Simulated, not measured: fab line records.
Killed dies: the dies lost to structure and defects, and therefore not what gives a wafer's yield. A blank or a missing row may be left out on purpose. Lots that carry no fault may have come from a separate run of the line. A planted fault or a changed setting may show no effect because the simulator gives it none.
Matching of chambers    flow gf180mcu    GF_VT_IMPLANT_CLEAN_44 on wet-bench-02 has 3 sister chambers
The step cleans in SC1/SC2, time 150 s. 14 wafers are shown with their chamber, then 4 later ones without.

== WAFERS WITH THEIR CHAMBER ==
wafer   chamber  bath-guard-temp-C (C)  bath-heat-duty-pct (%)
L574.1  1        69.7                   10.9
L574.3  1        69.7                   12.2
L574.5  1        69.9                   11.0
L575.1  3        71.1                   14.8
L575.2  3        70.9                   13.9
L575.3  3        70.7                   14.9
L577.4  1        69.7                   11.6
L577.5  1        70.0                   11.0
L577.6  1        69.6                   12.1
L590.2  2        70.3                   15.7
L590.4  2        70.1                   13.5
L590.6  2        70.1                   13.5
L591.1  1        69.4                   11.1
L591.5  1        69.7                   12.5

SIGNATURES (means of the wafers above)
reading             chamber 1  chamber 2  chamber 3  scatter within a chamber
bath-guard-temp-C   69.713     70.167     70.900     0.175
bath-heat-duty-pct  11.550     14.233     14.533     0.78
Rule: a wafer's distance from a chamber is the root of the sum, over the readings, of the square of ((its reading less the chamber's mean) divided by the reading's scatter). The wafer belongs to the nearest chamber; if the next one is less than 2 further off, it can't be placed. The scatter: take each reading less its chamber's mean, square it, sum over the shown wafers, divide by the number of wafers less the number of chambers, and take the root.

== WAFERS MISSING THEIR CHAMBER ==
wafer   bath-guard-temp-C (C)  bath-heat-duty-pct (%)
L591.6  69.6                   12.0
L594.1  70.0                   15.5
L594.3  70.0                   14.1
L594.4  70.1                   15.0

== WHICH CHAMBER EACH ONE RAN IN ==
wafer   from the rows above  in truth
L591.6  1                    1
L594.1  2                    2
L594.3  2                    2
L594.4  2                    2
Placed correctly: 4 of 4. Not placeable from these rows: 0. Wrongly placed: 0.
